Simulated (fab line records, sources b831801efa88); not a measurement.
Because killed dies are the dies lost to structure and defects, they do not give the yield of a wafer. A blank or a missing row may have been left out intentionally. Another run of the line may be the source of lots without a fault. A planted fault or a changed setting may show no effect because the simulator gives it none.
Chamber matching ; flow sky130 ; cmp-01 running SKY_VIA2_CMP_24: 4 sister chambers
The step polishes, stops on SiO2, t overpolish 20 s, target thk 0 nm. 4 wafers are shown with their chamber, then 9 later ones without.

== EACH WAFER AND ITS CHAMBER ==
wafer;chamber;motor-current-A (A)
L970.1;2;14.3
L974.4;1;11.0
L978.2;3;12.3
L978.5;0;10.2

== WAFERS WHOSE CHAMBER IS MISSING ==
wafer;motor-current-A (A)
L980.1;11.0
L980.2;13.6
L980.3;11.0
L985.1;13.4
L985.3;10.7
L985.4;12.4
L986.2;13.9
L986.3;12.0
L986.6;12.1

== CHAMBER TAKEN BY EACH ==
wafer;from the rows above;in truth
L980.1;can't be placed: 1 or 0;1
L980.2;can't be placed: 2 or 3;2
L980.3;can't be placed: 1 or 0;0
L985.1;can't be placed: 2 or 3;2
L985.3;can't be placed: 1 or 0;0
L985.4;3;3
L986.2;2;2
L986.3;can't be placed: 3 or 1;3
L986.6;3;3
Placed correctly: 3 of 9. Cannot be placed on the basis of these rows: 6; the candidates contain the true chamber in 6. Placed wrongly: 0.
How it was worked out, from the rows above alone: a wafer's distance from a chamber is the root of the sum, over the readings, of the square of ((its reading less the chamber's mean) divided by the reading's scatter). If the next closest chamber is less than 2 further off than the closest, the wafer can't be placed; otherwise it belongs to the closest. The mean given for a chamber averages the wafers shown for that chamber. The scatter: root of mean squared gap, hidden wafer to nearest shown wafer, with one shown wafer a chamber.
